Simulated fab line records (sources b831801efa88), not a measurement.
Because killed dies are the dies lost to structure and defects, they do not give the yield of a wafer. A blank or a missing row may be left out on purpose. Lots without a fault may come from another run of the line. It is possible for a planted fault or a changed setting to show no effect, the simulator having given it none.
fab line records + flow gf180mcu
record:
- lots: 15
- wafers: 45
- last_day: 34
route steps=602 shown V2@384 M3@420
lots untouched by any fault: they come from a run of this same line in which no faults occurred
start_h: start of the lot's first displayed wafer, in hours after the record's first day + wait_h: hours elapsed since this lot's preceding step + " as in the row above + L1.1+2: a single row standing in for several wafers + - no value, or no start was given + * or withheld: withheld + < > ~ a bound
route shown NAME@n: NAME is a module with steps in the file, n the number in the route of the first one + usual: the fault-free wafers' mean and standard deviation + same: alike in all rows + chamber/n: place in a boat + sites: readings site by site + _std_site: standard deviation of those values + _edge_site: outer sites' mean less inner sites' + radius_mm: how far each site lies from the wafer's centre + mask NAME#n: copy n + behind: the last tool/chamber to shape the wafer + hold: what put the lot on hold/how long, in hours/how the hold closed + device: the n, p or np transistor that did not switch + end of line: the route-end tests of the same wafers + a step without rows: its recipe alone + killed: dies that structure and defects cost at the first sort, which is not the same as the wafer's yield + map: per-die view of a wafer (x killed, . not killed, _ where there is no die)
set.NAME: the setting the step ran with; set.NAME@STEP: the setting that earlier step ran with + model.NAME: the simulator's own value behind a step, which no gauge read
one table for each step of the route and one row for each wafer, over a sample of lots
services: when a tool's chamber went out of use (start_h, in hours from the record's first day, below 0 if earlier), for how many hours, and the reason
== steps ==
step: GF_V2_CVD_02
recipe:
- material: SiO2
- target_thk_nm: 850
- precursor: TEOS
- temp_c: 400
- time_s: 94.851
- rf_w: 600
usual:
- heater_power_outer_w: 387/72
- heater_power_w: 682/100
same:
- time_s: 94.851
| lot.wafer | tool     | chamber | start_h | wait_h | heater_power_outer_w | heater_power_w |
|-----------|----------|---------|---------|--------|----------------------|----------------|
| L207.2    | pecvd-04 | 1       | 425.88  | 0.0    | 327                  | 562            |
| L207.3    | "        | 2       | "       | "      | 388                  | 694            |
| L207.5    | "        | 0       | "       | "      | 329                  | 639            |
| L210.1    | pecvd-01 | 0       | 459.49  | 0.1    | 392                  | 672            |
| L210.2    | "        | 2       | "       | "      | 432                  | 707            |
| L210.4    | "        | 1       | "       | "      | 542                  | 901            |
| L215.2    | pecvd-04 | 1       | 504.51  | 0.0    | 341                  | 598            |
| L215.3    | "        | 2       | "       | "      | 283                  | 538            |
| L215.4    | "        | 1       | "       | "      | 243                  | 455            |
| L214.2    | pecvd-04 | 1       | 509.87  | 0.0    | 322                  | 593            |
| L214.5    | "        | 2       | "       | "      | 276                  | 550            |
| L214.6    | "        | 1       | "       | "      | 340                  | 590            |
| L216.1    | pecvd-02 | 1       | 517.83  | 0.1    | 389                  | 657            |
| L216.4    | "        | 1       | "       | "      | 284                  | 509            |
| L216.5    | "        | 0       | "       | "      | 489                  | 857            |
| L217.1    | pecvd-04 | 0       | 546.22  | 0.1    | 366                  | 675            |
| L217.2    | "        | 2       | "       | "      | 397                  | 705            |
| L217.4    | "        | 2       | "       | "      | 291                  | 544            |
| L218.1    | pecvd-04 | 2       | 555.03  | 0.1    | 379                  | 657            |
| L218.2    | "        | 1       | "       | "      | 241                  | 477            |
| L218.6    | "        | 2       | "       | "      | 287                  | 557            |
| L222.1    | pecvd-02 | 0       | 577.05  | 0.1    | 382                  | 682            |
| L222.3    | "        | 0       | "       | "      | 426                  | 757            |
| L222.6    | "        | 2       | "       | "      | 280                  | 636            |
| L221.3    | pecvd-01 | 1       | 583.20  | 0.0    | 503                  | 820            |
| L221.4    | "        | 0       | "       | "      | 384                  | 651            |
| L221.5    | "        | 2       | "       | "      | 451                  | 740            |
| L223.1    | pecvd-01 | 1       | 589.97  | 0.1    | 534                  | 871            |
| L223.2    | "        | 0       | "       | "      | 373                  | 635            |
| L223.6    | "        | 1       | "       | "      | 405                  | 698            |
| L227.1    | pecvd-01 | 1       | 600.85  | 0.1    | 423                  | 732            |
| L227.2    | "        | 0       | "       | "      | 393                  | 678            |
| L227.5    | "        | 0       | "       | "      | 297                  | 540            |
| L226.1    | pecvd-04 | 2       | 607.76  | 0.1    | 346                  | 629            |
| L226.3    | "        | 1       | "       | "      | 297                  | 553            |
| L226.4    | "        | 1       | "       | "      | 325                  | 571            |
| L228.1    | pecvd-02 | 2       | 614.31  | 0.1    | 410                  | 765            |
| L228.4    | "        | 0       | "       | "      | 478                  | 844            |
| L228.6    | "        | 1       | "       | "      | 345                  | 617            |
| L229.2    | pecvd-01 | 1       | 620.09  | 0.0    | 489                  | 833            |
| L229.4    | "        | 2       | "       | "      | 416                  | 722            |
| L229.6    | "        | 0       | "       | "      | 408                  | 663            |
| L230.3    | pecvd-04 | 1       | 626.02  | 0.0    | 294                  | 546            |
| L230.5    | "        | 1       | "       | "      | 308                  | 576            |
| L230.6    | "        | 2       | "       | "      | 411                  | 708            |
step: GF_V2_SPUTTER_21
recipe:
- material: Ti
- target_thk_nm: 15
- chamber_pressure_pa: 5
- power_w: 2500
- substrate_temp_c: 200
- time_s: 80.02
usual:
- throttle_valve_pct: 29.8/0.78
same:
- time_s: 80.02
| lot.wafer | tool           | chamber | start_h | wait_h | throttle_valve_pct |
|-----------|----------------|---------|---------|--------|--------------------|
| L207.2    | pvd_sputter-04 | -       | 451.72  | 0.0    | 29.6               |
| L207.3    | "              | -       | "       | "      | 28.9               |
| L207.5    | "              | -       | "       | "      | 31.0               |
| L210.1    | pvd_sputter-04 | -       | 485.58  | 0.0    | 29.6               |
| L210.2    | "              | -       | "       | "      | 29.3               |
| L210.4    | "              | -       | "       | "      | 30.7               |
| L215.2    | pvd_sputter-03 | -       | 529.06  | 0.0    | 28.5               |
| L215.3    | "              | -       | "       | "      | 29.5               |
| L215.4    | "              | -       | "       | "      | 28.9               |
| L214.2    | pvd_sputter-04 | -       | 534.78  | 0.0    | 30.6               |
| L214.5    | "              | -       | "       | "      | 29.8               |
| L214.6    | "              | -       | "       | "      | 30.9               |
| L216.1    | pvd_sputter-01 | -       | 542.28  | 0.0    | 30.6               |
| L216.4    | "              | -       | "       | "      | 30.8               |
| L216.5    | "              | -       | "       | "      | 29.9               |
| L217.1    | pvd_sputter-04 | -       | 569.28  | 0.0    | 29.5               |
| L217.2    | "              | -       | "       | "      | 30.9               |
| L217.4    | "              | -       | "       | "      | 29.1               |
| L218.1    | pvd_sputter-04 | -       | 578.03  | 0.0    | 29.6               |
| L218.2    | "              | -       | "       | "      | 30.7               |
| L218.6    | "              | -       | "       | "      | 29.3               |
| L222.1    | pvd_sputter-01 | -       | 599.88  | 0.0    | 30.8               |
| L222.3    | "              | -       | "       | "      | 30.1               |
| L222.6    | "              | -       | "       | "      | 28.9               |
| L221.3    | pvd_sputter-04 | -       | 605.85  | 0.0    | 31.1               |
| L221.4    | "              | -       | "       | "      | 29.3               |
| L221.5    | "              | -       | "       | "      | 29.8               |
| L223.1    | pvd_sputter-03 | -       | 612.82  | 0.0    | 30.6               |
| L223.2    | "              | -       | "       | "      | 29.1               |
| L223.6    | "              | -       | "       | "      | 31.0               |
| L227.1    | pvd_sputter-03 | -       | 623.25  | 0.0    | 29.0               |
| L227.2    | "              | -       | "       | "      | 28.5               |
| L227.5    | "              | -       | "       | "      | 30.7               |
| L226.1    | pvd_sputter-04 | -       | 629.73  | 0.0    | 29.8               |
| L226.3    | "              | -       | "       | "      | 29.7               |
| L226.4    | "              | -       | "       | "      | 30.3               |
| L228.1    | pvd_sputter-03 | -       | 636.38  | 0.0    | 29.4               |
| L228.4    | "              | -       | "       | "      | 30.7               |
| L228.6    | "              | -       | "       | "      | 30.9               |
| L229.2    | pvd_sputter-03 | -       | 641.50  | 0.0    | 30.6               |
| L229.4    | "              | -       | "       | "      | 28.9               |
| L229.6    | "              | -       | "       | "      | 29.5               |
| L230.3    | pvd_sputter-04 | -       | 647.03  | 0.0    | 29.3               |
| L230.5    | "              | -       | "       | "      | 30.7               |
| L230.6    | "              | -       | "       | "      | 29.4               |
step: GF_M3_EXPOSE_11
recipe:
- mask_id: Metal3
- target_cd_nm: 280
- na: 0.68
- source_shape: conventional
- sigma_outer: 0.6
- dose_mj: 28
usual:
- exposure_dose_mJ_cm2: 27.996/0.028
- focus_offset_nm: 0.0/0.54
| lot.wafer | tool           | chamber | start_h | wait_h | mask     | exposure_dose_mJ_cm2 | focus_offset_nm |
|-----------|----------------|---------|---------|--------|----------|----------------------|-----------------|
| L207.2    | krf_scanner-02 | 0       | 465.20  | -      | Metal3#0 | 28.018               | -1.0            |
| L207.3    | "              | 0       | "       | "      | Metal3#0 | 27.979               | -0.5            |
| L207.5    | "              | 0       | "       | "      | Metal3#0 | 27.976               | 0.5             |
| L210.1    | krf_scanner-01 | 0       | 498.41  | -      | Metal3#0 | 27.992               | -0.1            |
| L210.2    | "              | 0       | "       | "      | Metal3#0 | 27.964               | 0.6             |
| L210.4    | "              | 0       | "       | "      | Metal3#0 | 28.048               | 0.2             |
| L215.2    | krf_scanner-02 | 0       | 541.59  | -      | Metal3#0 | 28.064               | 0.7             |
| L215.3    | "              | 0       | "       | "      | Metal3#0 | 28.023               | 0.4             |
| L215.4    | "              | 0       | "       | "      | Metal3#0 | 28.004               | -0.2            |
| L214.2    | krf_scanner-01 | 0       | 546.85  | -      | Metal3#0 | 27.975               | -0.3            |
| L214.5    | "              | 0       | "       | "      | Metal3#0 | 27.988               | -0.4            |
| L214.6    | "              | 0       | "       | "      | Metal3#0 | 27.966               | -0.2            |
| L216.1    | krf_scanner-02 | 0       | 554.89  | -      | Metal3#0 | 27.983               | 0.6             |
| L216.4    | "              | 0       | "       | "      | Metal3#0 | 27.949               | 0.0             |
| L216.5    | "              | 0       | "       | "      | Metal3#0 | 27.980               | 0.9             |
| L217.1    | krf_scanner-02 | 0       | 581.31  | -      | Metal3#0 | 27.999               | -0.3            |
| L217.2    | "              | 0       | "       | "      | Metal3#0 | 27.989               | 0.2             |
| L217.4    | "              | 0       | "       | "      | Metal3#0 | 28.012               | 0.0             |
| L218.1    | krf_scanner-01 | 0       | 589.74  | -      | Metal3#0 | 27.970               | 0.2             |
| L218.2    | "              | 0       | "       | "      | Metal3#0 | 27.961               | -0.3            |
| L218.6    | "              | 0       | "       | "      | Metal3#0 | 27.977               | 0.6             |
| L222.1    | krf_scanner-01 | 0       | 611.47  | -      | Metal3#0 | 28.007               | 0.0             |
| L222.3    | "              | 0       | "       | "      | Metal3#0 | 27.971               | 0.5             |
| L222.6    | "              | 0       | "       | "      | Metal3#0 | 27.965               | 0.3             |
| L221.3    | krf_scanner-01 | 0       | 616.96  | -      | Metal3#0 | 28.022               | -1.0            |
| L221.4    | "              | 0       | "       | "      | Metal3#0 | 27.993               | 0.0             |
| L221.5    | "              | 0       | "       | "      | Metal3#0 | 28.005               | -0.5            |
| L223.1    | krf_scanner-01 | 0       | 624.75  | -      | Metal3#0 | 28.034               | -0.4            |
| L223.2    | "              | 0       | "       | "      | Metal3#0 | 28.016               | -0.8            |
| L223.6    | "              | 0       | "       | "      | Metal3#0 | 28.024               | 0.1             |
| L227.1    | krf_scanner-02 | 0       | 634.13  | -      | Metal3#0 | 27.982               | 0.4             |
| L227.2    | "              | 0       | "       | "      | Metal3#0 | 28.030               | -0.4            |
| L227.5    | "              | 0       | "       | "      | Metal3#0 | 27.966               | -0.3            |
| L226.1    | krf_scanner-02 | -       | 640.41  | -      | Metal3#0 | -                    | -               |
| L226.3    | "              | -       | "       | "      | Metal3#0 | -                    | -               |
| L226.4    | "              | -       | "       | "      | Metal3#0 | -                    | -               |
| L228.1    | krf_scanner-02 | -       | 647.76  | -      | Metal3#0 | -                    | -               |
| L228.4    | "              | -       | "       | "      | Metal3#0 | -                    | -               |
| L228.6    | "              | -       | "       | "      | Metal3#0 | -                    | -               |
| L229.2    | krf_scanner-01 | -       | 652.71  | -      | Metal3#0 | -                    | -               |
| L229.4    | "              | -       | "       | "      | Metal3#0 | -                    | -               |
| L229.6    | "              | -       | "       | "      | Metal3#0 | -                    | -               |
| L230.3    | krf_scanner-01 | 0       | 657.76  | -      | Metal3#0 | 28.037               | -0.1            |
| L230.5    | "              | 0       | "       | "      | Metal3#0 | 28.053               | -0.5            |
| L230.6    | "              | 0       | "       | "      | Metal3#0 | 28.006               | 0.3             |
step: GF_M3_METAL_ETCH_16
recipe:
- chemistry: Cl2/BCl3
- mask_material: KrF
- target_depth_nm: 750.8
- stop_on: SiO2
- pressure_mtorr: 8
- icp_w: 800
- bias_w: 140
- Cl2_flow_sccm: 80
- bcl3_flow_sccm: 40
- time_s: 125.1
usual:
- drypump_motor_current_A: 5.7/0.39
- he_backside_leak_sccm: 3.38/0.26
- oes_product_au: 0.989/0.0058
- throttle_valve_pct: 28.230/0.0096
same:
- time_s: 125.1
| lot.wafer | tool         | chamber | start_h | wait_h | drypump_motor_current_A | he_backside_leak_sccm | oes_product_au | rf_hours_counter_h | throttle_valve_pct |
|-----------|--------------|---------|---------|--------|-------------------------|-----------------------|----------------|--------------------|--------------------|
| L207.2    | rie_metal-03 | 1       | 477.21  | 0.0    | 5.6                     | 3.31                  | 1.000          | 6                  | 28.233             |
| L207.3    | "            | 1       | "       | "      | 5.6                     | 3.47                  | 0.996          | -                  | 28.217             |
| L207.5    | "            | 1       | "       | "      | 5.6                     | 3.43                  | 0.994          | -                  | 28.222             |
| L210.1    | rie_metal-01 | 1       | 510.23  | 0.0    | 6.0                     | 3.67                  | 0.983          | 10                 | 28.243             |
| L210.2    | "            | 0       | "       | "      | 6.3                     | 3.11                  | 0.990          | 11                 | 28.234             |
| L210.4    | "            | 0       | "       | "      | 6.2                     | 2.98                  | 0.983          | -                  | 28.230             |
| L215.2    | rie_metal-01 | 1       | 552.82  | 0.0    | 5.9                     | 3.51                  | 0.983          | 11                 | 28.213             |
| L215.3    | "            | 1       | "       | "      | 5.9                     | 3.46                  | 0.991          | -                  | 28.233             |
| L215.4    | "            | 0       | "       | "      | 6.3                     | 3.09                  | 0.987          | -                  | 28.224             |
| L214.2    | rie_metal-01 | 1       | 558.12  | 0.0    | 5.9                     | 3.29                  | 0.985          | 11                 | 28.227             |
| L214.5    | "            | 0       | "       | "      | 6.3                     | 3.18                  | 0.989          | -                  | 28.241             |
| L214.6    | "            | 1       | "       | "      | 5.9                     | 3.49                  | 0.987          | -                  | 28.214             |
| L216.1    | rie_metal-04 | 1       | 565.67  | 0.0    | 5.5                     | 3.64                  | 0.991          | 10                 | 28.227             |
| L216.4    | "            | 1       | "       | "      | 5.4                     | 3.38                  | 0.982          | -                  | 28.237             |
| L216.5    | "            | 1       | "       | "      | 5.4                     | 3.59                  | 0.990          | -                  | 28.238             |
| L217.1    | rie_metal-03 | 1       | 592.17  | 0.0    | 5.6                     | 3.32                  | 0.993          | 9                  | 28.230             |
| L217.2    | "            | 0       | "       | "      | 5.0                     | 3.74                  | 0.980          | 13                 | 28.246             |
| L217.4    | "            | 0       | "       | "      | 5.0                     | 3.55                  | 0.981          | -                  | 28.238             |
| L218.1    | rie_metal-04 | 1       | 600.31  | 0.0    | 5.5                     | 3.41                  | 0.988          | 11                 | 28.230             |
| L218.2    | "            | 0       | "       | "      | 6.1                     | 3.22                  | 0.982          | 2                  | 28.228             |
| L218.6    | "            | 1       | "       | "      | 5.4                     | 3.67                  | 0.985          | -                  | 28.214             |
| L222.1    | rie_metal-01 | 1       | 622.16  | 0.0    | 5.9                     | 3.39                  | 0.998          | 14                 | 28.245             |
| L222.3    | "            | 1       | "       | "      | 5.9                     | 3.31                  | 0.986          | -                  | 28.237             |
| L222.6    | "            | 1       | "       | "      | 5.9                     | 3.51                  | 0.994          | -                  | 28.216             |
| L221.3    | rie_metal-04 | 0       | 627.46  | 0.1    | 6.1                     | 2.95                  | 0.987          | -                  | 28.239             |
| L221.4    | "            | 1       | "       | "      | 5.4                     | 3.33                  | 0.978          | -                  | 28.224             |
| L221.5    | "            | 1       | "       | "      | 5.4                     | 2.92                  | 0.997          | -                  | 28.242             |
| L223.1    | rie_metal-04 | 0       | 634.51  | 0.0    | 6.2                     | 3.36                  | 0.994          | 3                  | 28.220             |
| L223.2    | "            | 1       | "       | "      | 5.5                     | 2.93                  | 0.983          | 12                 | 28.224             |
| L223.6    | "            | 1       | "       | "      | 5.5                     | 3.19                  | 0.989          | -                  | 28.230             |
| L227.1    | rie_metal-03 | 1       | 643.96  | 0.0    | 5.7                     | 3.35                  | 0.992          | 12                 | 28.247             |
| L227.2    | "            | 0       | "       | "      | 5.0                     | 3.37                  | 0.996          | 15                 | 28.225             |
| L227.5    | "            | 1       | "       | "      | 5.6                     | 3.48                  | 0.992          | -                  | 28.225             |
| L226.1    | rie_metal-04 | 1       | 650.36  | 0.0    | 5.4                     | 3.59                  | 0.986          | 13                 | 28.226             |
| L226.3    | "            | 0       | "       | "      | 6.1                     | 3.11                  | 0.984          | -                  | 28.228             |
| L226.4    | "            | 1       | "       | "      | 5.4                     | 3.50                  | 0.985          | -                  | 28.249             |
| L228.1    | rie_metal-03 | 1       | 657.36  | 0.0    | 5.6                     | 3.32                  | 0.993          | 12                 | 28.232             |
| L228.4    | "            | 1       | "       | "      | 5.6                     | 3.26                  | 0.980          | -                  | 28.229             |
| L228.6    | "            | 1       | "       | "      | 5.6                     | 3.50                  | 0.999          | -                  | 28.229             |
| L229.2    | rie_metal-03 | 1       | 662.76  | 0.1    | 5.7                     | 3.35                  | 0.979          | -                  | 28.231             |
| L229.4    | "            | 1       | "       | "      | 5.7                     | 3.30                  | 0.996          | -                  | 28.215             |
| L229.6    | "            | 1       | "       | "      | 5.7                     | 3.35                  | 0.982          | -                  | 28.225             |
| L230.3    | rie_metal-03 | 1       | 667.55  | 0.1    | 5.6                     | 3.40                  | 0.990          | -                  | 28.235             |
| L230.5    | "            | 1       | "       | "      | 5.6                     | 3.14                  | 0.994          | -                  | 28.231             |
| L230.6    | "            | 1       | "       | "      | 5.6                     | 3.37                  | 0.994          | -                  | 28.227             |
== services ==
| tool           | chamber | start_h | hours | kind   |
|----------------|---------|---------|-------|--------|
| krf_scanner-01 | -       | 405.84  | 1.6   | repair |
| krf_scanner-01 | -       | 408.93  | 1.0   | pm     |
| krf_scanner-02 | -       | 441.38  | 1.0   | pm     |
| krf_scanner-01 | -       | 474.34  | 0.8   | pm     |
| pecvd-04       | 2       | 480.81  | 1.9   | repair |
| pvd_sputter-04 | -       | 513.59  | 2.8   | repair |
| krf_scanner-01 | -       | 514.74  | 1.3   | pm     |
| pvd_sputter-04 | -       | 541.92  | 0.6   | repair |
| krf_scanner-02 | -       | 543.59  | 1.3   | pm     |
| pecvd-01       | -       | 547.25  | 1.1   | repair |
| krf_scanner-02 | -       | 570.52  | 0.8   | pm     |
| krf_scanner-01 | -       | 576.04  | 0.3   | repair |
| pecvd-04       | -       | 577.53  | 6.0   | pm     |
| krf_scanner-01 | -       | 577.93  | 1.0   | pm     |
| rie_metal-03   | 1       | 578.96  | 13.2  | repair |
| pvd_sputter-03 | -       | 585.52  | 21.8  | repair |
| pecvd-04       | -       | 591.12  | 14.0  | pm     |
| pecvd-04       | -       | 604.60  | 2.7   | repair |
| krf_scanner-02 | -       | 610.48  | 1.0   | pm     |
| pecvd-04       | 0       | 610.91  | 3.7   | repair |
| rie_metal-03   | 0       | 611.42  | 5.8   | repair |
| krf_scanner-02 | -       | 624.84  | 5.3   | repair |
| krf_scanner-01 | -       | 633.14  | 1.0   | repair |
| krf_scanner-01 | -       | 643.14  | 0.8   | pm     |
== key ==
first_sign:
- step: GF_M3_EXPOSE_11
- reading: tool_record
- direction: missing
effect none on later readings
met_at GF_M3_EXPOSE_11
struck_lots L226,L228,L229
later_rows_left_out L226.1,L226.3,L226.4,L228.1,L228.4,L228.6,L229.2,L229.4,L229.6
sort_left_out L226.1,L226.3,L226.4,L228.1,L228.4,L228.6,L229.2,L229.4,L229.6
not_acting_at GF_V2_CVD_02,GF_V2_SPUTTER_21,GF_M3_METAL_ETCH_16
onset_between 634.13 640.41
fault:
- kind: skipped_step_whole
- tool: krf_scanner-01,krf_scanner-02
- chamber: -
- onset_h: 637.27
- steps: GF_M3_EXPOSE_11
- scope: struck_lots_only
sort_left_out: the simulated sort isn't trusted on such a fault, so these wafers' sort isn't shown, and their yield isn't known
later_rows_left_out: the simulator's readings of these wafers behind a module that went badly wrong aren't trusted and aren't shown, but for the sort
